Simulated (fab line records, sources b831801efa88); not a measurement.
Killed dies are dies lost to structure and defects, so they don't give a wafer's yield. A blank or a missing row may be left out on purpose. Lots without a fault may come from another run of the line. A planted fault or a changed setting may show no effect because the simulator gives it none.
Problem report in the 8D (eight disciplines) form, filled by code | flow gf180mcu | the parts of the form that need people (team, actions taken, sign-off) are left out

1. THE PROBLEM
POLY_GATE_CVD_00_THK at GF_POLY_GATE_THK_MEAS_01 reads a mean of 144.0 nm on 3 wafers of 1 lot; wafers without a fault read 200.9 nm with a standard deviation of 1.8. That is -32 standard deviations from the usual mean.
First seen on wafer L441.1, day 10 03:25, on film_metro-02. The record holds 33 wafers of 11 lots with a number at this step. Rule for "out", or "out of limits": more than 4 standard deviations from the usual mean. The other wafers with a number count as sound.

2. WHAT IT IS AND WHAT IT IS NOT
question                    | is                     | is not
which readings at this step | POLY_GATE_CVD_00_THK   | -
which lots                  | L441                   | L448, L449, L450, L451, L452, L453, L454, L455, L456, L457
which wafers of those lots  | all that have a number | -
read on which gauges        | film_metro-02          | film_metro-01, film_metro-04
when                        | from day 10 03:25      | up to then (0 sound wafers); but 30 sound wafers of L448, L449, L450, L451, L452, L453, L454, L455, L456, L457 came after

3. SUSPECTS, AND WHAT RULES EACH OUT
Counting: a tool at a process step up to the reading stays a suspect if it ran every lot that is out and no sound lot after the first of them.
- the gauge at GF_POLY_GATE_THK_MEAS_01: ruled out. All the wafers that are out were read on film_metro-02, but those of them that GF_POLY_GATE_ETCH_13 has rows for are out there too, on other tools.
- lpcvd-02 at GF_POLY_GATE_CVD_00 (deposits poly-Si, target thk 200 nm, time 1200 s): ruled out as a lasting fault. Sound lots L448, L449, L450, L455, L457 ran on it after its first lot that is out, L441 (day 10 02:05).
Left after counting: nothing in the record.

4. THE CAUSE (what the simulator had put in)
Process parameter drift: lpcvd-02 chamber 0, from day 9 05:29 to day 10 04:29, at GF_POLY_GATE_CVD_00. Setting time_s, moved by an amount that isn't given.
Counting ruled it out, wrongly: the rule takes a fault to strike every lot that its tool runs from its start on, and this one did not.

5. THE CHAIN OF EFFECTS, in route order
Each row: a reading whose mean over the struck wafers that have a number lies more than 3 standard deviations from the usual. Only readings for which the record gives a usual standard deviation are gone through. hours: the time from each lot's start at the first step in this table that gives one to its start at this step, as a median over the lots. sigmas: the change in usual standard deviations.
hours | step                     | reading              | usual      | on struck wafers | change | sigmas
0     | GF_POLY_GATE_THK_MEAS_01 | POLY_GATE_CVD_00_THK | 200.9 nm   | 144.0            | -56.9  | -32
18    | GF_POLY_GATE_ETCH_13     | oes_product_au       | 0.991 a.u. | 0.800            | -0.191 | -17
The process steps in it:
- GF_POLY_GATE_ETCH_13: etches poly-Si in HBr/Cl2, stops on SiO2, target depth 198.5 nm, time 69.6 s.

6. WHAT WOULD HAVE CAUGHT IT SOONER
In this record the first reading out of limits at a measuring or inspecting step was taken at day 10 03:25, 22 hours after the fault began at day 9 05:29.
Of the tool readings at GF_POLY_GATE_CVD_00 for which the record gives a usual standard deviation, none was out on any struck wafer, so an alarm limit of 4 standard deviations on them would not have fired.
